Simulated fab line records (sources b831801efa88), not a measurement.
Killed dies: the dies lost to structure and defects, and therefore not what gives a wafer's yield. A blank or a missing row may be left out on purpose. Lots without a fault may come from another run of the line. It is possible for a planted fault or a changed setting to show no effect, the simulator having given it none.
Shared-tool check / flow sky130 / Sample size 12 lots and 36 wafers

## THE REASON FOR OPENING IT
Of 12 lots, 2 have the reading LDD_P_TW flagged at SKY_LDD_P_TW_MEAS_11. No-fault wafers: 636, standard deviation 4.5.
Rule: a lot gets a flag if all its wafers with a number sit over 4 standard deviations from that mean, or if no wafer of it has a number. All remaining lots are regarded as sound.

lot=L982; measured=day 18 19:17; on=filmMetro-04; LDD_P_TW, wafer by wafer=630 633 632; flag=
lot=L983; measured=day 19 08:12; on=filmMetro-01; LDD_P_TW, wafer by wafer=643 643 641; flag=
lot=L985; measured=day 20 03:23; on=filmMetro-03; LDD_P_TW, wafer by wafer=636 640 635; flag=
lot=L986; measured=day 20 19:52; on=filmMetro-03; LDD_P_TW, wafer by wafer=638 637 639; flag=
lot=L988; measured=day 21 03:28; on=filmMetro-01; LDD_P_TW, wafer by wafer=591 593 596; flag=FLAGGED
lot=L989; measured=day 21 14:31; on=filmMetro-01; LDD_P_TW, wafer by wafer=595 596 594; flag=FLAGGED
lot=L998; measured=day 24 21:08; on=filmMetro-01; LDD_P_TW, wafer by wafer=639 637 643; flag=
lot=L999; measured=day 25 09:00; on=filmMetro-04; LDD_P_TW, wafer by wafer=633 632 629; flag=
lot=L101; measured=day 25 20:55; on=filmMetro-03; LDD_P_TW, wafer by wafer=629 629 632; flag=
lot=L102; measured=day 26 00:14; on=filmMetro-03; LDD_P_TW, wafer by wafer=630 633 635; flag=
lot=L103; measured=day 26 13:53; on=filmMetro-03; LDD_P_TW, wafer by wafer=637 633 636; flag=
lot=L105; measured=day 27 08:38; on=filmMetro-03; LDD_P_TW, wafer by wafer=630 630 627; flag=
Average over the flagged lots: 594; offset from the usual -42, equal to -9 standard deviations.

## LOT BY LOT: THE TOOL USED
2 process steps preceding the reading are held in the record, out of 708 steps in the route. Each cell gives the tool, then ch followed by the chambers the sampled wafers passed through, then the start.
lot=L982; flag=; SKY_VT_ADJUST_LVTN_STRIP_20=plasmaAsher-02 ch 0,1, day 7 17:06; SKY_LDD_P_IMPLANT_09=implanter-02 ch 0, day 18 19:02
lot=L983; flag=; SKY_VT_ADJUST_LVTN_STRIP_20=plasmaAsher-03 ch 0,1, day 8 00:26; SKY_LDD_P_IMPLANT_09=implanter-01 ch 0, day 19 07:59
lot=L985; flag=; SKY_VT_ADJUST_LVTN_STRIP_20=plasmaAsher-03 ch 0,1, day 8 14:07; SKY_LDD_P_IMPLANT_09=implanter-04 ch 0, day 20 03:08
lot=L986; flag=; SKY_VT_ADJUST_LVTN_STRIP_20=plasmaAsher-03 ch 0,1, day 8 21:46; SKY_LDD_P_IMPLANT_09=implanter-02 ch 0, day 20 19:37
lot=L988; flag=FLAGGED; SKY_VT_ADJUST_LVTN_STRIP_20=plasmaAsher-03 ch 0,1, day 9 10:31; SKY_LDD_P_IMPLANT_09=implanter-02 ch 0, day 21 03:13
lot=L989; flag=FLAGGED; SKY_VT_ADJUST_LVTN_STRIP_20=plasmaAsher-01 ch 0,1, day 9 17:19; SKY_LDD_P_IMPLANT_09=implanter-02 ch 0, day 21 14:16
lot=L998; flag=; SKY_VT_ADJUST_LVTN_STRIP_20=plasmaAsher-01 ch 0,1, day 12 05:06; SKY_LDD_P_IMPLANT_09=implanter-04 ch 0, day 24 20:55
lot=L999; flag=; SKY_VT_ADJUST_LVTN_STRIP_20=plasmaAsher-01 ch 0,1, day 12 13:24; SKY_LDD_P_IMPLANT_09=implanter-01 ch 0, day 25 08:48
lot=L101; flag=; SKY_VT_ADJUST_LVTN_STRIP_20=plasmaAsher-03 ch 0,1, day 12 23:12; SKY_LDD_P_IMPLANT_09=implanter-02 ch 0, day 25 20:40
lot=L102; flag=; SKY_VT_ADJUST_LVTN_STRIP_20=plasmaAsher-01 ch 0,1, day 13 05:12; SKY_LDD_P_IMPLANT_09=implanter-02 ch 0, day 25 23:59
lot=L103; flag=; SKY_VT_ADJUST_LVTN_STRIP_20=plasmaAsher-01 ch 0,1, day 13 11:04; SKY_LDD_P_IMPLANT_09=implanter-01 ch 0, day 26 13:39
lot=L105; flag=; SKY_VT_ADJUST_LVTN_STRIP_20=plasmaAsher-02 ch 0,1, day 14 06:16; SKY_LDD_P_IMPLANT_09=implanter-02 ch 0, day 27 08:23
What is done by these steps:
- SKY_VT_ADJUST_LVTN_STRIP_20: strips in O2/N2.
- SKY_LDD_P_IMPLANT_09
- SKY_LDD_P_TW_MEAS_11

## FLAGGED AGAINST TOTAL, ONE TOOL AT A TIME (gauges that did the reading follow at the end)
step=SKY_VT_ADJUST_LVTN_STRIP_20; tool=plasmaAsher-01; lots run=5; flagged=1; share of the flagged lots=some; sound lots run after its first flagged lot=4 (L998,L999,L102,L103)
step=SKY_VT_ADJUST_LVTN_STRIP_20; tool=plasmaAsher-02; lots run=2; flagged=0; share of the flagged lots=none; sound lots run after its first flagged lot=-
step=SKY_VT_ADJUST_LVTN_STRIP_20; tool=plasmaAsher-03; lots run=5; flagged=1; share of the flagged lots=some; sound lots run after its first flagged lot=1 (L101)
step=SKY_LDD_P_IMPLANT_09; tool=implanter-01; lots run=3; flagged=0; share of the flagged lots=none; sound lots run after its first flagged lot=-
step=SKY_LDD_P_IMPLANT_09; tool=implanter-02; lots run=7; flagged=2; share of the flagged lots=all; sound lots run after its first flagged lot=3 (L101,L102,L105)
step=SKY_LDD_P_IMPLANT_09; tool=implanter-04; lots run=2; flagged=0; share of the flagged lots=none; sound lots run after its first flagged lot=-
step=SKY_LDD_P_TW_MEAS_11; tool=filmMetro-01; lots run=4; flagged=2; share of the flagged lots=all; sound lots run after its first flagged lot=1 (L998)
step=SKY_LDD_P_TW_MEAS_11; tool=filmMetro-03; lots run=6; flagged=0; share of the flagged lots=none; sound lots run after its first flagged lot=-
step=SKY_LDD_P_TW_MEAS_11; tool=filmMetro-04; lots run=2; flagged=0; share of the flagged lots=none; sound lots run after its first flagged lot=-

## WHAT THE TABLE PERMITS
In 2 table rows, all flagged lots were run: implanter-02 (SKY_LDD_P_IMPLANT_09), filmMetro-01 (SKY_LDD_P_TW_MEAS_11).
- implanter-02 at SKY_LDD_P_IMPLANT_09: 2 of its 7 lots flagged. After the first flagged lot (L101, L102, L105), sound lots still ran on it; a lasting fault on the whole tool would not permit that. Its own readings lie more than 4 standard deviations out on every wafer of the flagged lots: doseIonsCm2, faradayCurrentUA.
- filmMetro-01 at SKY_LDD_P_TW_MEAS_11: 2 of its 4 lots flagged. After the first flagged lot (L998), sound lots still ran on it; a lasting fault on the whole tool would not permit that.
None of the table's rows ran every flagged lot and, after the first, no sound lot.

## WHAT THE SIMULATOR HAD PUT IN
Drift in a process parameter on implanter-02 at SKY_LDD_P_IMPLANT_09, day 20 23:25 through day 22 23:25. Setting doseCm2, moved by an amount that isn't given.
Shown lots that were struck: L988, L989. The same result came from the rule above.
